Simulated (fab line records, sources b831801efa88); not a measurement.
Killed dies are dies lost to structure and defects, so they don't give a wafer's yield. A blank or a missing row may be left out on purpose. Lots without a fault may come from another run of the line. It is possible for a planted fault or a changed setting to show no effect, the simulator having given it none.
A lot that was struck, set against a sound lot + flow sky130 + 14 out of 708 route steps
Sound: the wafers L145.1, L145.3, L145.4. Wafers L146.2, L146.4, L146.6 were the ones struck. Last of all comes the cause.
At each step with rows: each side's tool, then ch and its chambers, then its first start. Under that, the readings that differ: sound wafers + struck wafers + difference of the means + sigmas: that difference in standard deviations of wafers without a fault.
alike: readings whose means differ by less than 2 such deviations, and words and numbers that are the same on both sides. not compared: withheld readings, readings that some wafer has no value for, bounds like >300 that may hide the same value, and numbers for which the record gives no deviation and whose values overlap.
A row with sigmas, a row that says differs or no value, or rows on one side alone: a step with any of these is where the two part. Non-overlapping numbers with no deviation appear without sigmas and do not part them. A reading that every wafer of one side lacks parts them only if that side has two wafers or more.

first, 5 steps without rows for these wafers: SKY_SONOS_TUNNEL_COAT_02 (resist thk 1140 nm); SKY_SONOS_TUNNEL_SOFTBAKE_03 (time 60 s); SKY_SONOS_TUNNEL_EXPOSE_04 (exposes mask TUNM, target cd 410 nm); SKY_SONOS_TUNNEL_PEB_05; SKY_SONOS_TUNNEL_DEVELOP_06 (develop time 60 s).
SKY_SONOS_TUNNEL_CD_MEAS_07: target cd 410 nm.
  sound on cd sem-02, day 16 18:35; struck on cd sem-01, day 16 17:24
| reading    | sound             | struck            | difference | sigmas |
|------------|-------------------|-------------------|------------|--------|
| cd nm (nm) | 415.1 412.9 412.5 | 407.8 407.3 407.9 | -5.8       | -3     |
SKY_SONOS_TUNNEL_OVL_MEAS_08:
  sound on overlay-02, day 16 18:42; struck on overlay-01, day 16 17:30
  alike: SONOS_TUNNEL_OVL
then, 3 steps without rows for these wafers: SKY_SONOS_TUNNEL_IMPLANT_09; SKY_SONOS_TUNNEL_WET_ETCH_10 (etches SiO2 in dHF, target depth 14 nm, time 280 s); SKY_SONOS_TUNNEL_STRIP_11 (strips in SPM, time 600 s).
SKY_SONOS_TUNNEL_TW_MEAS_12:
  sound on film metro-02, day 16 19:10; struck on film metro-01, day 16 17:59
  alike: SONOS_TUNNEL_TW
then, 1 step without rows for these wafers: SKY_SONOS_TUNNEL_CLEAN_13 (cleans in dHF, time 20 s).
SKY_SONOS_ONO_OXIDATION_00: stabilise 600 s, purge 300 s, target thk 2.6 nm.
  sound on furnace-02 ch 0, day 16 19:23; struck on furnace-02, day 16 18:02
  no value came back on the struck wafers for ox temp c (C), ox temp c max; on the sound wafers ox temp c (C) reads 800.42 799.51 800.00
then, 1 step without rows for these wafers: SKY_SONOS_ONO_CVD_02 (deposits Si3N4 from DCS/NH3, target thk 10.5 nm, time 180 s).

## WHERE THEY PART
Last at SKY_SONOS_ONO_OXIDATION_00 as far as this record goes, first at SKY_SONOS_TUNNEL_CD_MEAS_07.

WHY: what the simulator had put in
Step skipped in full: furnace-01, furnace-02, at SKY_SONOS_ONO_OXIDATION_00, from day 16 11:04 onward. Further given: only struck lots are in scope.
